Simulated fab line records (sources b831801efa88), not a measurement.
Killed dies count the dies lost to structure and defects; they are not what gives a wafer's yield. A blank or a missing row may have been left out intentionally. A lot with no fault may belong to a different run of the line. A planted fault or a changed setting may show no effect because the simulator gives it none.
One fault through the eyes of 2 desks || flow sky130 || numbers are kept per desk, each desk with only its own; the story behind them comes last

== THE TOOL OWNER'S DESK: pvd-sputter-01 ==
At SKY_CAPM_SPUTTER_02 (material TiN, target thk 200 nm, time 166.7 s) the tool's own readings: per lot run on this tool, the mean of the sampled wafers that have a number. The brackets show how far a lot's mean lies from the usual mean; more than 4 standard deviations puts the lot out of limits, marked OUT.
Columns: A = throttle-valve-pct at SKY_CAPM_SPUTTER_02, usual 30.3 %
{"lot": "L691", "first seen here": "day 37 08:23", "A": 30.8}
{"lot": "L696", "first seen here": "day 39 02:09", "A": 30.4}
{"lot": "L700", "first seen here": "day 40 05:28", "A": 30.2}
{"lot": "L710", "first seen here": "day 43 01:55", "A": 30.0}
{"lot": "L711", "first seen here": "day 43 05:45", "A": 30.3}
This desk's finding: nothing out of limits on any of the 5 lots.

== THE METROLOGY DESK ==
Means of the sampled wafers that have a number, per lot and without regard to the tool the lot ran on: this is what the gauges read. The brackets show how far a lot's mean lies from the usual mean; more than 4 standard deviations puts the lot out of limits, marked OUT.
Columns: A = VIA2_W_RS at SKY_VIA2_RS_MEAS_22, usual 0.273 ohm/sq; B = CAPM_TIN_RS at SKY_CAPM_RS_MEAS_03, usual 6.91 ohm/sq; C = CAPM_TIN_THK at SKY_CAPM_THK_MEAS_04, usual 200.9 nm
{"lot": "L688", "first seen here": "day 36 03:59", "A": 0.277, "B": 6.88, "C": 202.3}
{"lot": "L689", "first seen here": "day 36 12:20", "A": 0.276, "B": 6.91, "C": 201.0}
{"lot": "L690", "first seen here": "day 36 23:20", "A": 0.265, "B": 6.81, "C": 204.0}
{"lot": "L691", "first seen here": "day 37 07:36", "A": 0.276, "B": 6.97, "C": 199.3}
{"lot": "L696", "first seen here": "day 39 01:26", "A": 0.273, "B": 6.92, "C": 199.1}
{"lot": "L700", "first seen here": "day 40 04:41", "A": 0.273, "B": "6.02 (-13) OUT", "C": "241.2 (+18) OUT"}
{"lot": "L704", "first seen here": "day 41 06:02", "A": 0.272, "B": 6.84, "C": 203.1}
{"lot": "L705", "first seen here": "day 41 15:14", "A": 0.274, "B": 6.90, "C": 201.9}
{"lot": "L710", "first seen here": "day 43 01:12", "A": 0.271, "B": 6.88, "C": 200.5}
{"lot": "L711", "first seen here": "day 43 05:02", "A": 0.275, "B": 6.82, "C": 203.2}
This desk reports L700 out of limits; the earliest was L700 at day 40 05:35 (CAPM_TIN_RS at SKY_CAPM_RS_MEAS_03). In limits: L688, L689, L690, L691, L696, L704, L705, L710, L711.

== PUT TOGETHER ==
On L700, the metrology desk was in a position to raise an alarm at day 40 05:35.
The desk of the tool owner found nothing out of limits.
On record at the tool owner's desk: L700, within its limits.
SKY_CAPM_SPUTTER_02 was run on pvd-sputter-01 by each of the lots named.

== WHAT THE SIMULATOR HAD INSERTED ==
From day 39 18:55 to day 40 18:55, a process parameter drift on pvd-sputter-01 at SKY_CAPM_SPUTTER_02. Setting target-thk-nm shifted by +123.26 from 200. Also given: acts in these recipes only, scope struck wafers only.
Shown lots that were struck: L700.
Delay in hours, fault start to first out-of-limits reading, per desk: metrology desk 11.
